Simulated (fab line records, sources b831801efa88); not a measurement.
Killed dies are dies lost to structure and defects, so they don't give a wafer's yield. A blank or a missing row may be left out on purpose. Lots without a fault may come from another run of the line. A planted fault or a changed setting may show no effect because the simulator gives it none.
Which tool did it? | flow sky130 | 14 lots, 42 wafers sampled, at 4 steps of a route of 708

WHAT THE GAUGES READ, wafer by wafer
SKY_SONOS_TUNNEL_TW_MEAS_12. Usual: SONOS_TUNNEL_TW 198.3, standard deviation 1.1.
lot  | measured     | on            | SONOS_TUNNEL_TW   | flag
L518 | day 11 07:03 | film_metro-03 | 198.5 196.4 197.3 |
L519 | day 11 12:28 | film_metro-03 | 196.9 197.8 197.8 |
L520 | day 12 08:56 | film_metro-03 | 197.6 197.3 198.5 |
L523 | day 13 15:56 | film_metro-02 | 199.4 199.1 198.3 |
L524 | day 13 19:05 | film_metro-03 | 198.2 198.0 197.9 |
L526 | day 14 00:08 | film_metro-03 | 199.0 197.7 197.8 |
L527 | day 14 09:33 | film_metro-03 | 197.3 198.2 197.3 |
L530 | day 15 13:31 | film_metro-03 | 199.3 197.9 197.8 |
L531 | day 15 14:34 | film_metro-02 | 199.9 198.8 200.5 |
L532 | day 16 04:11 | film_metro-03 | 197.8 196.4 197.0 |
L534 | day 16 16:46 | film_metro-03 | 197.4 196.2 196.4 |
L539 | day 18 04:28 | film_metro-02 | 197.8 199.5 199.0 |
L540 | day 19 07:43 | film_metro-03 | 197.6 198.3 197.9 |
L541 | day 19 09:17 | film_metro-02 | 198.2 199.7 199.6 |

SKY_GATE_OXIDE_OVL_MEAS_10. Usual: GATE_OXIDE_OVL -0.7 nm, standard deviation 1.5.
lot  | measured     | on         | GATE_OXIDE_OVL (nm) | flag
L518 | day 13 15:04 | overlay-01 | 1.1 0.2 2.2         |
L519 | day 13 22:33 | overlay-02 | -1.6 -0.7 -2.4      |
L520 | day 14 19:59 | overlay-02 | -0.6 2.9 1.3        |
L523 | day 16 09:43 | overlay-02 | -3.5 -3.7 -2.1      |
L524 | day 16 07:35 | overlay-01 | 0.0 -1.0 2.6        |
L526 | day 16 17:24 | overlay-01 | 0.5 0.9 -0.4        |
L527 | day 17 03:10 | overlay-02 | -1.0 0.2 -0.9       |
L530 | day 18 06:35 | overlay-02 | -2.1 -2.7 -2.7      |
L531 | day 18 07:10 | overlay-02 | -1.2 -1.4 -1.0      |
L532 | day 18 20:40 | overlay-01 | -0.5 0.0 -0.1       |
L534 | day 19 13:11 | overlay-02 | 0.2 0.5 1.0         |
L539 | day 21 01:32 | overlay-02 | - - -               | OFF
L540 | day 22 03:28 | overlay-02 | - - -               | OFF
L541 | day 22 04:34 | overlay-02 | -2.2 -3.1 -2.6      |

WHICH TOOL RAN EACH LOT (tool, then ch and the chambers of the sampled wafers, then the start)
lot  | SKY_NWELL_STRIP_25                   | SKY_GATE_OXIDE_DEVELOP_09
L518 | plasma_asher-03 ch 0,1, day 5 07:16  | litho_track-01 ch 0, day 13 14:56
L519 | plasma_asher-03 ch 0,1, day 5 10:36  | litho_track-01 ch 0, day 13 22:25
L520 | plasma_asher-04 ch 0,1, day 6 02:27  | litho_track-04 ch 0, day 14 19:50
L523 | plasma_asher-04 ch 0,1, day 7 01:42  | litho_track-02 ch 0, day 16 09:35
L524 | plasma_asher-02 ch 0,1, day 7 02:03  | litho_track-04 ch 0, day 16 07:26
L526 | plasma_asher-02 ch 0,1, day 7 10:17  | litho_track-04 ch 0, day 16 17:16
L527 | plasma_asher-03 ch 0,1, day 7 16:14  | litho_track-01 ch 0, day 17 03:02
L530 | plasma_asher-02 ch 0, day 8 12:18    | litho_track-04 ch 0, day 18 06:26
L531 | plasma_asher-03 ch 0,1, day 8 12:39  | litho_track-02 ch 0, day 18 07:02
L532 | plasma_asher-03 ch 0,1, day 8 22:35  | litho_track-02 ch 0, day 18 20:32
L534 | plasma_asher-04 ch 0,1, day 9 07:45  | litho_track-04 ch 0, day 19 13:02
L539 | plasma_asher-04 ch 0,1, day 10 14:08 | litho_track-01, day 21 01:23
L540 | plasma_asher-02 ch 0,1, day 11 07:26 | litho_track-02, day 22 03:20
L541 | plasma_asher-03 ch 0,1, day 11 08:42 | litho_track-02 ch 0, day 22 04:25
- SKY_NWELL_STRIP_25: strips in O2/N2.
- SKY_GATE_OXIDE_DEVELOP_09: develop time 60 s.

WHAT THE TOOLS THEMSELVES READ (means of the sampled wafers that have a number; where no wafer has one, the mark that the record gives instead)
SKY_NWELL_STRIP_25. Usual: drypump_motor_current_A 5.6 A, standard deviation 0.31; oes_product_au 0.723 a.u., standard deviation 0.0045; strip_time_to_endpoint_s 36.89 s, standard deviation 0.099.
lot  | tool            | drypump_motor_current_A (A) | oes_product_au (a.u.) | strip_time_to_endpoint_s (s) | flag
L518 | plasma_asher-03 | 5.3                         | 0.723                 | 36.84                        |
L519 | plasma_asher-03 | 5.3                         | 0.722                 | 37.04                        |
L520 | plasma_asher-04 | 5.7                         | 0.724                 | 36.81                        |
L523 | plasma_asher-04 | 5.4                         | 0.726                 | 36.93                        |
L524 | plasma_asher-02 | 5.8                         | 0.725                 | 36.97                        |
L526 | plasma_asher-02 | 5.9                         | 0.724                 | 36.96                        |
L527 | plasma_asher-03 | 5.2                         | 0.724                 | 36.83                        |
L530 | plasma_asher-02 | 5.9                         | 0.725                 | 37.09                        |
L531 | plasma_asher-03 | 5.2                         | 0.723                 | 36.95                        |
L532 | plasma_asher-03 | 5.3                         | 0.725                 | 36.84                        |
L534 | plasma_asher-04 | 5.4                         | 0.722                 | 36.77                        |
L539 | plasma_asher-04 | 5.4                         | 0.724                 | 37.00                        |
L540 | plasma_asher-02 | 5.8                         | 0.727                 | 36.86                        |
L541 | plasma_asher-03 | 5.3                         | 0.722                 | 37.01                        |

SKY_GATE_OXIDE_DEVELOP_09. Usual: chill_plate_temp_C 22.99 C, standard deviation 0.1; developer_temp_C 22.97 C, standard deviation 0.11.
lot  | tool           | chill_plate_temp_C (C) | developer_temp_C (C) | flag
L518 | litho_track-01 | 22.98                  | 22.95                |
L519 | litho_track-01 | 23.07                  | 23.12                |
L520 | litho_track-04 | 23.03                  | 22.86                |
L523 | litho_track-02 | 22.92                  | 23.04                |
L524 | litho_track-04 | 22.94                  | 23.09                |
L526 | litho_track-04 | 22.92                  | 23.10                |
L527 | litho_track-01 | 22.91                  | 23.02                |
L530 | litho_track-04 | 22.95                  | 22.99                |
L531 | litho_track-02 | 22.95                  | 22.95                |
L532 | litho_track-02 | 23.13                  | 23.10                |
L534 | litho_track-04 | 22.98                  | 23.05                |
L539 | litho_track-01 | -                      | -                    | OFF
L540 | litho_track-02 | -                      | -                    | OFF
L541 | litho_track-02 | 23.00                  | 22.93                |

THE ANSWER, worked out from the rows above alone
Rule: a lot is off if the mean of its wafers that have a number lies more than 3 standard deviations from the usual mean. A lot without any number at a reading at which 4 lots or more have one is off too. The other lots that the step has rows for count as sound. The gauges are gone through in route order, then the tools' own readings, and for those a lot's mean is taken as printed above. The first step at which some lot is off is used, and at that step the reading that is off furthest; a lot without a number counts as furthest.
Off: L539, L540, at SKY_GATE_OXIDE_OVL_MEAS_10 (GATE_OXIDE_OVL). Without a number there: L539, L540.
A tool fits if, at a process step before that reading, it ran every lot that is off, and no sound lot after the first of them. The gauges at SKY_GATE_OXIDE_OVL_MEAS_10 aren't tried: what is off there is off at SKY_GATE_OXIDE_DEVELOP_09 too, on other tools, and a gauge's error can't cause that. None of those tried fits.

WHAT THE SIMULATOR HAD PUT IN
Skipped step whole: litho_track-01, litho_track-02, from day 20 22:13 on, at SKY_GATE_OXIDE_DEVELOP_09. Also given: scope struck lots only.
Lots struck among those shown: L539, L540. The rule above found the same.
